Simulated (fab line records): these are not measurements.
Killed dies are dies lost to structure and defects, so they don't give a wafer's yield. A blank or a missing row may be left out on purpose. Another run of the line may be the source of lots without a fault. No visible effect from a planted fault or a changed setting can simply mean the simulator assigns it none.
Matching of chambers :: flow gf180mcu :: cmp-02 running GF_STI_CMP_25: 4 sister chambers
The step polishes, stops on Si3N4, t overpolish 31.66 s, target thk 524.6 nm. 8 wafers are shown with their chamber, then 8 later ones without.

## WAFERS WITH THEIR CHAMBER
wafer: L082.1
chamber: 1
motor current A (A): 13.5
time to endpoint s (s): 120.1

wafer: L084.1
chamber: 3
motor current A (A): 13.4
time to endpoint s (s): 121.1

wafer: L087.5
chamber: 3
motor current A (A): 13.6
time to endpoint s (s): 123.6

wafer: L087.6
chamber: 2
motor current A (A): 13.3
time to endpoint s (s): 127.6

wafer: L089.2
chamber: 1
motor current A (A): 13.4
time to endpoint s (s): 119.8

wafer: L089.3
chamber: 0
motor current A (A): 12.5
time to endpoint s (s): 116.4

wafer: L089.5
chamber: 0
motor current A (A): 12.5
time to endpoint s (s): 117.6

wafer: L095.1
chamber: 2
motor current A (A): 13.4
time to endpoint s (s): 128.8

## WAFERS WITHOUT THEIR CHAMBER
wafer: L095.3
motor current A (A): 12.8
time to endpoint s (s): 119.9

wafer: L095.5
motor current A (A): 11.9
time to endpoint s (s): 125.8

wafer: L096.1
motor current A (A): 13.6
time to endpoint s (s): 124.1

wafer: L096.3
motor current A (A): 12.9
time to endpoint s (s): 129.1

wafer: L096.5
motor current A (A): 12.4
time to endpoint s (s): 122.7

wafer: L097.1
motor current A (A): 12.5
time to endpoint s (s): 121.3

wafer: L097.2
motor current A (A): 13.5
time to endpoint s (s): 122.4

wafer: L097.4
motor current A (A): 12.4
time to endpoint s (s): 125.6

## THE CHAMBER EACH PASSED THROUGH
wafer: L095.3
from the rows above: 0
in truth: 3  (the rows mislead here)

wafer: L095.5
from the rows above: 0
in truth: 0

wafer: L096.1
from the rows above: 3
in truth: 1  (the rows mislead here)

wafer: L096.3
from the rows above: 2
in truth: 2

wafer: L096.5
from the rows above: 0
in truth: 0

wafer: L097.1
from the rows above: 0
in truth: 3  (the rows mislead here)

wafer: L097.2
from the rows above: 3
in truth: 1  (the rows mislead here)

wafer: L097.4
from the rows above: 0
in truth: 0
Correct placement for 4 of the 8. Number that these rows cannot place: 0. 4 placed wrongly.
How it was worked out, from the rows above alone: a wafer's distance from a chamber is the root of the sum, over the readings, of the square of ((its reading less the chamber's mean) divided by the reading's scatter). The wafer belongs to the nearest chamber; if the next one is less than 2 further off, it can't be placed. A chamber's mean is the mean of its shown wafers. The scatter is the square root of a quotient: the sum, over the shown wafers, of each reading's squared deviation from its chamber's mean, divided by wafers minus chambers.
